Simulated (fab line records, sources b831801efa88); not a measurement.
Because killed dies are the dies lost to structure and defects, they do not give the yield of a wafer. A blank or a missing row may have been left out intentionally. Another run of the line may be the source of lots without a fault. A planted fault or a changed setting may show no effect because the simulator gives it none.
What tool caused it? | flow gf180mcu | 42 wafers from 14 lots sampled at 3 of the route's 602 steps

== WHAT EACH GAUGE READ, for each wafer ==
GF_NWELL_TW_MEAS_11. Usual: for NWELL_TW the level is 1565 and the standard deviation is 11.
lot  | measured    | on            | NWELL_TW       | flag
L141 | day 3 14:14 | film-metro-02 | 1557 1563 1566 |
L142 | day 3 17:10 | film-metro-04 | 1578 1577 1566 |
L143 | day 3 22:53 | film-metro-02 | 1575 1568 1563 |
L145 | day 4 10:53 | film-metro-04 | 1578 1573 1578 |
L147 | day 4 21:14 | film-metro-02 | 1558 1563 1559 |
L148 | day 5 03:50 | film-metro-02 | 1546 1550 1558 |
L150 | day 5 15:35 | film-metro-04 | 1577 1580 1567 |
L151 | day 5 20:53 | film-metro-01 | 1556 1556 1545 |
L154 | day 6 11:24 | film-metro-04 | 1585 1575 1566 |
L155 | day 6 17:30 | film-metro-02 | 1562 1553 1561 |
L156 | day 7 00:05 | film-metro-04 | 1573 1575 1572 |
L157 | day 7 04:08 | film-metro-04 | 1582 1570 1574 |
L160 | day 7 20:53 | film-metro-01 | 1548 1554 1555 |
L162 | day 8 08:11 | film-metro-04 | 1587 1574 1578 |

GF_MVPSD_OVL_MEAS_07. Usual: for MVPSD_OVL the level is 0.8 nm and the standard deviation is 1.3.
lot  | measured     | on         | MVPSD_OVL (nm) | flag
L141 | day 5 07:03  | overlay-01 | 1.7 2.5 1.2    |
L142 | day 5 09:38  | overlay-01 | -0.8 0.6 -0.7  |
L143 | day 5 17:26  | overlay-02 | -0.4 -0.7 -0.3 |
L145 | day 6 06:27  | overlay-01 | 2.0 3.5 3.3    |
L147 | day 6 17:47  | overlay-02 | 1.6 5.2 2.5    |
L148 | day 7 00:02  | overlay-01 | -0.5 0.5 -0.3  |
L150 | day 7 12:47  | overlay-01 | 0.4 2.2 1.2    |
L151 | day 7 19:20  | overlay-02 | -1.9 -0.3 0.2  |
L154 | day 8 10:06  | overlay-02 | 0.5 0.2 0.7    |
L155 | day 8 16:42  | overlay-02 | 0.5 1.6 1.1    |
L156 | day 9 00:11  | overlay-02 | 2.2 2.2 1.0    |
L157 | day 9 04:59  | overlay-02 | 0.8 0.4 1.0    |
L160 | day 9 23:50  | overlay-02 | -1.4 -1.1 -0.3 |
L162 | day 10 11:47 | overlay-02 | -1.9 1.4 0.6   |

== WHAT TOOL EACH LOT RAN ON (gives the tool, then ch and the chambers of the sampled wafers, and finally the start) ==
lot  | GF_MVSD_STRIP_10
L141 | plasma-asher-01 ch 0,1, day 4 16:30
L142 | plasma-asher-02 ch 0,1, day 4 19:29
L143 | plasma-asher-01 ch 0, day 5 02:49
L145 | plasma-asher-04 ch 0,1, day 5 15:49
L147 | plasma-asher-01 ch 0,1, day 6 03:04
L148 | plasma-asher-04 ch 0,1, day 6 09:22
L150 | plasma-asher-04 ch 0,1, day 6 21:47
L151 | plasma-asher-04 ch 0,1, day 7 03:23
L154 | plasma-asher-04 ch 0,1, day 7 18:07
L155 | plasma-asher-02 ch 0,1, day 8 01:00
L156 | plasma-asher-04 ch 0,1, day 8 07:44
L157 | plasma-asher-04 ch 0,1, day 8 12:35
L160 | plasma-asher-01 ch 0,1, day 9 05:59
L162 | plasma-asher-04 ch 0,1, day 9 17:56
- GF_MVSD_STRIP_10: strips in O2/N2.

== AS READ BY THE TOOLS THEMSELVES (means over the sampled wafers that have a number; for cases with no such wafer, the mark the record gives instead) ==
GF_MVSD_STRIP_10. Usual: drypump-motor-current-A 6.2 A, standard deviation 0.51; heater-power-w 317 W, standard deviation 26; oes-product-au 0.722 a.u., standard deviation 0.0045; strip-time-to-endpoint-s 36.92 s, standard deviation 0.07.
lot  | tool            | drypump-motor-current-A (A) | heater-power-w (W) | oes-product-au (a.u.) | strip-time-to-endpoint-s (s) | flag
L141 | plasma-asher-01 | 5.8                         | 323                | 0.725                 | 36.87                        |
L142 | plasma-asher-02 | 5.9                         | 295                | 0.720                 | 36.84                        |
L143 | plasma-asher-01 | 5.3                         | 282                | 0.721                 | 36.94                        |
L145 | plasma-asher-04 | 6.6                         | 327                | 0.722                 | 36.96                        |
L147 | plasma-asher-01 | 5.8                         | 325                | 0.722                 | 36.92                        |
L148 | plasma-asher-04 | 6.6                         | 320                | 0.724                 | 36.94                        |
L150 | plasma-asher-04 | 6.6                         | 319                | 0.722                 | 36.83                        |
L151 | plasma-asher-04 | 6.6                         | 323                | 0.727                 | 36.97                        |
L154 | plasma-asher-04 | 6.6                         | 320                | 0.719                 | 37.01                        |
L155 | plasma-asher-02 | 5.9                         | 319                | 0.722                 | 36.95                        |
L156 | plasma-asher-04 | 6.6                         | 317                | 0.726                 | 36.99                        |
L157 | plasma-asher-04 | 6.6                         | 322                | 0.725                 | 36.95                        |
L160 | plasma-asher-01 | 5.5                         | 300                | 0.719                 | 36.95                        |
L162 | plasma-asher-04 | 6.6                         | 324                | 0.721                 | 36.97                        |

== THE ANSWER, worked out from the rows above alone ==
Rule: lot off if the mean of its wafers having a number is beyond 3 standard deviations from the usual mean. Also off: a lot with no number at a reading for which 4 or more lots have one. Any other lot the step has rows for is counted as sound. Order of review: gauges by route order, followed by the tools' own readings, for which a lot's mean as printed above is used. At the first step where some lot is off, the reading lying furthest off is the one used; lots without a number count as furthest.
None of the lots is off at any reading shown; this tells nothing.

== WHAT THE SIMULATOR PUT IN ==
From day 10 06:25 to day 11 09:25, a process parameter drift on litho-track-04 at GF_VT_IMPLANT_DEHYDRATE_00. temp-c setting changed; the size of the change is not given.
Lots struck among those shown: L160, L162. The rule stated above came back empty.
